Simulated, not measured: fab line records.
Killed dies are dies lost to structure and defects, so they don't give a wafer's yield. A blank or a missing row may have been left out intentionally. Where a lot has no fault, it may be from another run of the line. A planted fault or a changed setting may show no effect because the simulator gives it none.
Struck lot and sound lot, side by side / flow sky130 / 43 steps out of a route of 708
Sound: the wafers L172.2, L172.4, L172.5. Struck: wafers L164.1, L164.3, L164.6. Last of all comes the cause.
Each step with rows lists, per side, the tool, then ch with its chambers, then its first start. Under that, the readings that differ: sound wafers / struck wafers / difference of the means / sigmas: that difference in standard deviations of wafers without a fault.
alike: readings with means less than 2 such deviations apart, plus words and numbers identical on both sides. not compared: withheld readings, readings lacking a value on some wafer, bounds such as >300 that could conceal the same value, and numbers that have no deviation in the record and whose values overlap.
The two part at a step that has a row with sigmas, a row that says differs or no value, or rows on one side only. Numbers that have no deviation but don't overlap get no sigmas and don't part them. Lack of a reading on every wafer of one side parts them only where that side has two or more wafers.

first, 6 steps without rows for these wafers: SKY_VIA1_COAT_06 (resist thk 60 nm); SKY_VIA1_COAT_07 (resist thk 450 nm); SKY_VIA1_SOFTBAKE_08 (time 90 s); SKY_VIA1_EXPOSE_09 (exposes mask VIM, target cd 150 nm); SKY_VIA1_PEB_10; SKY_VIA1_DEVELOP_11 (develop time 60 s).
SKY_VIA1_CD_MEAS_12: the cd target is 150 nm.
  sound on cd-sem-02, day 36 08:19; struck on cd-sem-01, day 34 02:41
  alike: cd-nm
SKY_VIA1_OVL_MEAS_13:
  sound on overlay-01, day 36 08:25; struck on overlay-01, day 34 02:49
  alike: VIA1_OVL
SKY_VIA1_ETCH_14: etches BARC in N2/H2, stops on SiO2, time 45.9 s, target depth 60 nm.
  sound on rie-diel-01 ch 0,1,3, day 36 08:26; struck on rie-diel-03 ch 0,2,3, day 34 02:50
  alike: chamber-pressure-mTorr, drypump-motor-current-A, h2-flow-sccm, oes-product-au, throttle-valve-pct
  not compared: rf-hours-counter-h
then, 3 steps without rows for these wafers: SKY_VIA1_ETCH_15 (etches SiO2 in C4F8/O2/Ar, stops on TiN, target depth 351 nm, time 54 s); SKY_VIA1_STRIP_16 (strips in O2/N2); SKY_VIA1_STRIP_17 (strips in post etch residue remover, time 1200 s).
SKY_VIA1_CLEAN_18: cleans in IPA, time 180 s.
  sound on wet-bench-02 ch 3, day 36 09:19; struck on wet-bench-04 ch 2, day 34 03:22
then, 1 step without rows for these wafers: SKY_VIA1_CLEAN_19 (cleans in O3/DIW).
SKY_VIA1_SPUTTER_20: material TiN, target thk 20 nm, time 80 s.
  sound on pvd-sputter-01, day 36 09:34; struck on pvd-sputter-04, day 34 03:31
reading=throttle-valve-pct (%); sound=30.7 30.8 31.1; struck=28.3 28.1 28.2; difference=-2.7; sigmas=-2
  alike: chamber-pressure-pa
then, 1 step without rows for these wafers: SKY_VIA1_CVD_21 (deposits W, target thk 270 nm, time 80.902 s).
SKY_VIA1_RS_MEAS_22: the measuring method here is four-point-probe.
  sound on film-metro-02, day 36 09:44; struck on film-metro-02, day 34 03:41
  alike: VIA1_W_RS
SKY_VIA1_THK_MEAS_23: measures by xrf.
  sound on film-metro-02, day 36 09:51; struck on film-metro-02, day 34 03:48
  alike: VIA1_W_THK
then, 1 step without rows for these wafers: SKY_VIA1_CMP_24 (polishes, stops on SiO2, t overpolish 15 s, target thk 0 nm).
SKY_METAL2_SPUTTER_00: material Ti, target thk 15 nm, time 10 s.
  sound on pvd-sputter-02, day 36 10:12; struck on pvd-sputter-02, day 34 04:10
  alike: chamber-pressure-pa, throttle-valve-pct
SKY_METAL2_SPUTTER_01: material TiN, target thk 20 nm, time 16.7 s.
  sound on pvd-sputter-02, day 36 10:13; struck on pvd-sputter-02, day 34 04:11
  alike: chamber-pressure-pa, throttle-valve-pct
then, 2 steps without rows for these wafers: SKY_METAL2_SPUTTER_02 (material AlCu, target thk 250 nm, time 13.3 s); SKY_METAL2_SPUTTER_03 (material Ti, target thk 5 nm, time 3.3 s).
SKY_METAL2_SPUTTER_04: material TiN, target thk 70 nm, time 58.3 s.
  sound on pvd-sputter-02, day 36 10:17; struck on pvd-sputter-02, day 34 04:15
  alike: chamber-pressure-pa, throttle-valve-pct
SKY_METAL2_RS_MEAS_05: the measuring method here is four-point-probe.
  sound on film-metro-03, day 36 10:22; struck on film-metro-04, day 34 04:18
  alike: METAL2_ALCU_RS
SKY_METAL2_THK_MEAS_06: measures by xrf.
  sound on film-metro-03, day 36 10:28; struck on film-metro-04, day 34 04:25
  alike: METAL2_ALCU_THK
then, 8 steps without rows for these wafers: SKY_METAL2_DEHYDRATE_07 (time 60 s); SKY_METAL2_HMDS_08 (prime time 60 s); SKY_METAL2_COAT_09 (resist thk 60 nm); SKY_METAL2_COAT_10 (resist thk 450 nm); SKY_METAL2_SOFTBAKE_11 (time 90 s); SKY_METAL2_EXPOSE_12 (exposes mask MM2, target cd 140 nm); SKY_METAL2_PEB_13; SKY_METAL2_DEVELOP_14 (develop time 60 s).
SKY_METAL2_CD_MEAS_15: the cd target is 140 nm.
  sound on cd-sem-01, day 37 12:50; struck on cd-sem-02, day 35 07:31
  alike: cd-nm
SKY_METAL2_OVL_MEAS_16:
  sound on overlay-01, day 37 12:56; struck on overlay-02, day 35 07:38
  alike: METAL2_OVL
then, 6 steps without rows for these wafers: SKY_METAL2_DESCUM_17 (chemistry O2, time 8 s); SKY_METAL2_ETCH_18 (etches BARC in N2/H2, stops on SiO2, time 45.9 s, target depth 60 nm); SKY_METAL2_METAL_ETCH_19 (etches the open film in Cl2/BCl3, stops on SiO2, target depth 360 nm, time 78 s); SKY_METAL2_STRIP_20 (strips in O2/N2); SKY_METAL2_STRIP_21 (strips in post etch residue remover, time 1200 s); SKY_METAL2_CLEAN_22 (cleans in IPA, time 180 s).
-- the record jumps here: 11 days lie between the struck wafers' starts before and after (it left off in module METAL2 and takes up again in module PAD_OPEN, whose first step shown is number 708 of the route) --
SKY_PAD_OPEN_PROBE_99:
  sound on prober-02, day 47 12:46; struck on prober-01, day 46 00:19
reading=defect-limited-yield (%); sound=80.3 80.5 81.9; struck=70.3 72.8 73.6; difference=-8.7; sigmas=-5
reading=killed_at_M0_to_M3; sound=51 54 36; struck=110 87 90; difference=+49; sigmas=+7
reading=killed-dies; sound=97 96 89; struck=146 134 130; difference=+43; sigmas=+5
reading=sort_bin_3_pad_short (%); sound=0.4 0.8 0.4; struck=3.7 2.2 2.6; difference=+2.3; sigmas=+6
reading=sort_bin_5_function (%); sound=12.2 10.8 10.0; struck=19.1 17.7 16.7; difference=+6.8; sigmas=+5
reading=sort-n-pass; sound=395 396 403; struck=346 358 362; difference=-43; sigmas=-5
reading=sort-yield-pct (%); sound=80.3 80.5 81.9; struck=70.3 72.8 73.6; difference=-8.7; sigmas=-5
reading=model.etest.tester.sort-n-pass; sound=395 396 403; struck=346 358 362; difference=-43; sigmas=
reading=model.etest.tester.sort-yield-pct (%); sound=80.28 80.49 81.91; struck=70.33 72.76 73.58; difference=-8.67; sigmas=
reading=model.etest.tester.sort_bin_5_pct (%); sound=12.2 10.77 9.959; struck=19.11 17.68 16.67; difference=+6.84; sigmas=
reading=model.etest.tester.sort_bin_3_pct (%); sound=0.4065 0.813 0.4065; struck=3.659 2.236 2.642; difference=+2.304; sigmas=
  alike: killed_at_M4_up, killed-at-contacts, killed-at-front-end, killed-at-other, killed-open, killed-short, sort_bin_6_memory

## WHERE THEY PART
Earliest at SKY_VIA1_SPUTTER_20; latest, in this record, at SKY_PAD_OPEN_PROBE_99.

WHY: what had been put in by the simulator
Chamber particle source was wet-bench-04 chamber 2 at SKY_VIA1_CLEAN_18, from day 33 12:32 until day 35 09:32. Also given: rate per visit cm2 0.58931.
